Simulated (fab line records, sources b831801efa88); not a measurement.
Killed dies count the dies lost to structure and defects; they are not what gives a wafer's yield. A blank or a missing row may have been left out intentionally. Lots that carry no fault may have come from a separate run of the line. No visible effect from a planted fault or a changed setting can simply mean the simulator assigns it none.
A struck lot beside a sound one -- flow sky130 -- 22 steps out of a route of 708
Sound: these wafers, L625.2, L625.4, L625.5. Struck: wafer L638.4; the same lot's L638.2 was not struck, so it is left out; see the end for the cause.
Order at every step that has rows: each side's tool, ch and its chambers, its first start. Under that, the readings that differ: sound wafers -- struck wafers -- difference of the means -- sigmas: that difference in standard deviations of wafers without a fault.
alike: readings with means less than 2 such deviations apart, plus words and numbers identical on both sides. not compared: withheld readings, readings lacking a value on some wafer, bounds such as >300 that could conceal the same value, and numbers that have no deviation in the record and whose values overlap.
A row with sigmas, a row that says differs or no value, or rows on one side alone: a step with any of these is where the two part. Numbers that don't overlap but have no deviation are shown without sigmas and don't part them. A reading that every wafer of one side lacks parts them only if that side has two wafers or more.

SKY_SONOS_ONO_CD_MEAS_13: target cd 410 nm.
  struck on cd-sem-01, day 18 00:58; sound on cd-sem-02, day 13 03:39
  alike: cd-nm
SKY_SONOS_ONO_OVL_MEAS_14:
  struck on overlay-01, day 18 01:04; sound on overlay-01, day 13 03:46
  alike: SONOS_ONO_OVL
SKY_SONOS_ONO_ETCH_15: etches the open film in CHF3/O2, target depth 19.52 nm, time 7.8 s.
  sound on rie-diel-01 ch 1,3, day 13 03:47; struck on rie-diel-03 ch 1, day 18 01:06
  alike: chamber-pressure-mTorr, drypump-motor-current-A, oes-product-au, throttle-valve-pct
  not compared: rf-hours-counter-h
then, 1 step without rows for these wafers: SKY_SONOS_ONO_WET_ETCH_16 (etches SiO2 in dHF, target depth 14 nm, time 280 s).
SKY_SONOS_ONO_STRIP_17: strips in O2/N2.
  sound on plasma-asher-02 ch 0,1, day 13 03:53; struck on plasma-asher-02 ch 0, day 18 01:13
  alike: chamber-pressure-mTorr, drypump-motor-current-A, oes-product-au, strip-time-to-endpoint-s
  not compared: rf-hours-counter-h
then, 3 steps without rows for these wafers: SKY_SONOS_ONO_WET_ETCH_18 (etches Si3N4 in H3PO4, target depth 15 nm, time 172 s); SKY_GATE_OXIDE_CLEAN_00 (cleans in SC1/SC2, time 150 s); SKY_GATE_OXIDE_OXIDATION_01 (stabilise 600 s, purge 300 s, target thk 10.268 nm).
SKY_GATE_OXIDE_THK_MEAS_02:
  struck on film-metro-03, day 18 04:32; sound on film-metro-04, day 13 05:47
reading,sound,struck,difference,sigmas
GATE_OXIDE_OXIDATION_00_THK (nm),10.69 10.42 10.71,9.86,-0.75,-3
then, 3 steps without rows for these wafers: SKY_GATE_OXIDE_DEHYDRATE_03 (time 60 s); SKY_GATE_OXIDE_HMDS_04 (prime time 60 s); SKY_GATE_OXIDE_COAT_05 (resist thk 1140 nm).
SKY_GATE_OXIDE_SOFTBAKE_06: time 60 s.
  sound on litho-track-04 ch 0, day 13 19:07; struck on litho-track-03 ch 0, day 18 19:11
reading,sound,struck,difference,sigmas
heater-power-total-W (W),56.67 56.66 56.61,71.91,+15.26,+99 or more
run-length-s (s),89.09 89.34 89.17,57.39,-31.81,-99 or more
then, 2 steps without rows for these wafers: SKY_GATE_OXIDE_EXPOSE_07 (exposes mask LVOM, target cd 600 nm); SKY_GATE_OXIDE_PEB_08.
SKY_GATE_OXIDE_DEVELOP_09: develop time 60 s.
  sound on litho-track-03 ch 0, day 14 09:29; struck on litho-track-04 ch 0, day 19 09:52
reading,sound,struck,difference,sigmas
model.NOVOLAK_of_GATE_OXIDE_COAT_05.thk-nm (nm),1139 1140 1135,1162,+24,
SKY_GATE_OXIDE_OVL_MEAS_10:
  struck on overlay-02, day 19 09:59; sound on overlay-02, day 14 09:37
reading,sound,struck,difference,sigmas
GATE_OXIDE_OVL (nm),-1.2 -2.5 -0.2,1.8,+3.1,+2
then, 2 steps without rows for these wafers: SKY_GATE_OXIDE_IMPLANT_11; SKY_GATE_OXIDE_WET_ETCH_12 (etches SiO2 in dHF, target depth 16.8 nm, time 336 s).
SKY_GATE_OXIDE_STRIP_13: strips in O2/N2.
  sound on plasma-asher-03 ch 0,1, day 14 10:00; struck on plasma-asher-01 ch 1, day 19 10:16
reading,sound,struck,difference,sigmas
strip-time-to-endpoint-s (s),14.15 14.17 14.12,14.42,+0.27,+7
  alike: chamber-pressure-mTorr, drypump-motor-current-A, oes-product-au
  not compared: rf-hours-counter-h
SKY_GATE_OXIDE_TW_MEAS_14:
  struck on film-metro-01, day 19 10:23; sound on film-metro-04, day 14 10:07
  alike: GATE_OXIDE_TW
SKY_PAD_OPEN_PROBE_99:
  sound wafers here have rows in the record (prober-02, day 47 08:12); struck ones have none

== WHERE THEY PART ==
Last at SKY_PAD_OPEN_PROBE_99 as far as this record goes, first at SKY_GATE_OXIDE_THK_MEAS_02.

WHY: whatever the simulator had introduced
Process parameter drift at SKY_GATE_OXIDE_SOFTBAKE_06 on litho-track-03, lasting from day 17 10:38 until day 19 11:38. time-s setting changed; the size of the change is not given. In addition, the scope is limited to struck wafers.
